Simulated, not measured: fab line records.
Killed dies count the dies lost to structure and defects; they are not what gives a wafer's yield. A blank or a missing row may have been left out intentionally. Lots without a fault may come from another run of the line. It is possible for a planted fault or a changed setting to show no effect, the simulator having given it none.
2 desks, one fault    flow gf180mcu    each desk has only its own numbers; what lay behind them comes last

== AT THE METROLOGY DESK ==
What the gauges read for every lot (on any tool): the sampled wafers with a number, averaged. Any lot whose mean is over 4 standard deviations away from the usual mean is out of limits and marked OUT; that distance is given in the brackets.
Columns: A = VT_IMPLANT_OVL at GF_VT_IMPLANT_OVL_MEAS_07, usual 0.7 nm; B = VT_IMPLANT_2_TW at GF_VT_IMPLANT_TW_MEAS_21, usual 1217; C = HV_LDD_03_OVL at GF_HV_LDD_OVL_MEAS_47, usual -1.3 nm
lot   first seen here  A     B                C
L166  day 5 12:55      -0.8  1216             -2.1
L169  day 6 08:58      0.0   1216             -0.5
L170  day 6 13:31      2.6   1216             -0.6
L171  day 6 21:10      0.0   1215             -0.9
L173  day 7 09:19      0.7   1216             -1.8
L176  day 8 02:20      0.8   1218             -0.0
L177  day 8 14:34      -0.3  1184 (-6.2) OUT  0.1
L178  day 8 17:08      1.1   1179 (-7.2) OUT  -1.2
L184  day 10 04:43     -0.3  1215             -0.8
L185  day 10 10:40     0.7   1217             -2.0
L186  day 11 01:07     1.8   1218             -1.2
L187  day 11 02:49     2.0   1216             -1.4
L188  day 11 09:52     -0.5  1218             -2.2
L189  day 11 14:28     0.6   1223             -1.1
This desk finds L177, L178 out of limits, with the earliest case on L177 at day 9 07:28 (VT_IMPLANT_2_TW at GF_VT_IMPLANT_TW_MEAS_21). Within limits: L166, L169, L170, L171, L173, L176, L184, L185, L186, L187, L188, L189.

== DESK OF THE TOOL OWNER: implanter-01 ==
The tool's own readings at GF_VT_IMPLANT_IMPLANT_19, given as means over the sampled wafers that have a number, one for each lot that went through this tool. Any lot whose mean is over 4 standard deviations away from the usual mean is out of limits and marked OUT; that distance is given in the brackets.
Columns: A = beam energy keV at GF_VT_IMPLANT_IMPLANT_19, usual 100.00
lot   first seen here  A
L169  day 7 00:43      100.02
L170  day 7 11:11      99.98
L173  day 8 01:44      100.03
L177  day 9 07:14      89.64 (-99 or more) OUT
L178  day 9 10:34      89.64 (-99 or more) OUT
This desk's finding: out of limits on L177, L178; first on L177, day 9 07:14 (beam energy keV at GF_VT_IMPLANT_IMPLANT_19). Within limits: L169, L170, L173.

== PUT TOGETHER ==
The tool owner's desk could have raised an alarm at day 9 07:14, on L177, L178.
On L177, L178, the metrology desk was in a position to raise an alarm at day 9 07:28.
All the named lots went through GF_VT_IMPLANT_IMPLANT_19 on implanter-01.

== WHAT WAS PUT IN BY THE SIMULATOR ==
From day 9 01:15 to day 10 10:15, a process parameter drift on implanter-01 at GF_VT_IMPLANT_IMPLANT_19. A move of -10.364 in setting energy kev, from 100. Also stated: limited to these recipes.
Shown lots that were struck: L177, L178.
Hours from the fault's start to each desk's first reading out of limits: the tool owner's desk, 6; the metrology desk, 6.
